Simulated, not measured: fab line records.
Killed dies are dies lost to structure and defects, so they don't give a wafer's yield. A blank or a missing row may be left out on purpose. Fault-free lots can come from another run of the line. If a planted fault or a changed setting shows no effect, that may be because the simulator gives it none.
Matching of chambers / flow gf180mcu / GF_V3_CMP_04 on cmp-01: 4 sister chambers
The step polishes SiO2. 14 wafers are shown with their chamber, then 7 later ones without.

WAFERS PAIRED WITH THEIR CHAMBERS
wafer=L569.1; chamber=2; motor_current_A (A)=12.0; time_to_endpoint_s (s)=88
wafer=L569.4; chamber=1; motor_current_A (A)=12.1; time_to_endpoint_s (s)=89
wafer=L569.5; chamber=1; motor_current_A (A)=12.3; time_to_endpoint_s (s)=88
wafer=L570.1; chamber=1; motor_current_A (A)=12.4; time_to_endpoint_s (s)=79
wafer=L570.4; chamber=3; motor_current_A (A)=11.9; time_to_endpoint_s (s)=83
wafer=L570.5; chamber=2; motor_current_A (A)=11.9; time_to_endpoint_s (s)=88
wafer=L573.3; chamber=0; motor_current_A (A)=10.6; time_to_endpoint_s (s)=76
wafer=L573.5; chamber=3; motor_current_A (A)=11.5; time_to_endpoint_s (s)=92
wafer=L573.6; chamber=2; motor_current_A (A)=11.3; time_to_endpoint_s (s)=87
wafer=L579.1; chamber=2; motor_current_A (A)=11.7; time_to_endpoint_s (s)=87
wafer=L579.3; chamber=3; motor_current_A (A)=11.4; time_to_endpoint_s (s)=82
wafer=L579.5; chamber=0; motor_current_A (A)=10.7; time_to_endpoint_s (s)=85
wafer=L580.1; chamber=2; motor_current_A (A)=11.2; time_to_endpoint_s (s)=80
wafer=L580.2; chamber=1; motor_current_A (A)=11.9; time_to_endpoint_s (s)=73

SIGNATURES, as means of the wafers listed above
reading=motor_current_A; chamber 0=10.650; chamber 1=12.175; chamber 2=11.620; chamber 3=11.600; scatter within a chamber=0.283
reading=time_to_endpoint_s; chamber 0=80.50; chamber 1=82.25; chamber 2=86.00; chamber 3=85.67; scatter within a chamber=5.67
Rule: distance of a wafer from a chamber = root of the sum over the readings of ((wafer's reading minus chamber's mean) / reading's scatter) squared. The wafer belongs to the nearest chamber; if the next one is less than 2 further off, it can't be placed. How the scatter is found: for the shown wafers, subtract from each reading the mean of its chamber, square and add these, divide the total by (wafers less chambers), then take the root.

WAFERS MISSING THEIR CHAMBER
wafer=L580.5; motor_current_A (A)=11.7; time_to_endpoint_s (s)=80
wafer=L586.2; motor_current_A (A)=10.8; time_to_endpoint_s (s)=73
wafer=L586.5; motor_current_A (A)=12.6; time_to_endpoint_s (s)=84
wafer=L586.6; motor_current_A (A)=11.6; time_to_endpoint_s (s)=81
wafer=L587.1; motor_current_A (A)=12.6; time_to_endpoint_s (s)=71
wafer=L587.2; motor_current_A (A)=11.3; time_to_endpoint_s (s)=70
wafer=L587.5; motor_current_A (A)=10.9; time_to_endpoint_s (s)=82

THE CHAMBER EACH PASSED THROUGH
wafer=L580.5; from the rows above=can't be placed: 3 or 2 or 1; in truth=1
wafer=L586.2; from the rows above=0; in truth=0
wafer=L586.5; from the rows above=can't be placed: 1 or 2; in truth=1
wafer=L586.6; from the rows above=can't be placed: 3 or 2 or 1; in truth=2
wafer=L587.1; from the rows above=can't be placed: 1 or 2 or 3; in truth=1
wafer=L587.2; from the rows above=can't be placed: 0 or 3 or 2 or 1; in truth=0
wafer=L587.5; from the rows above=can't be placed: 0 or 3 or 2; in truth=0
Correctly placed: 1 of 7. Not placeable from these rows: 6 (in 6, the candidates include the true chamber). Wrongly placed: 0.
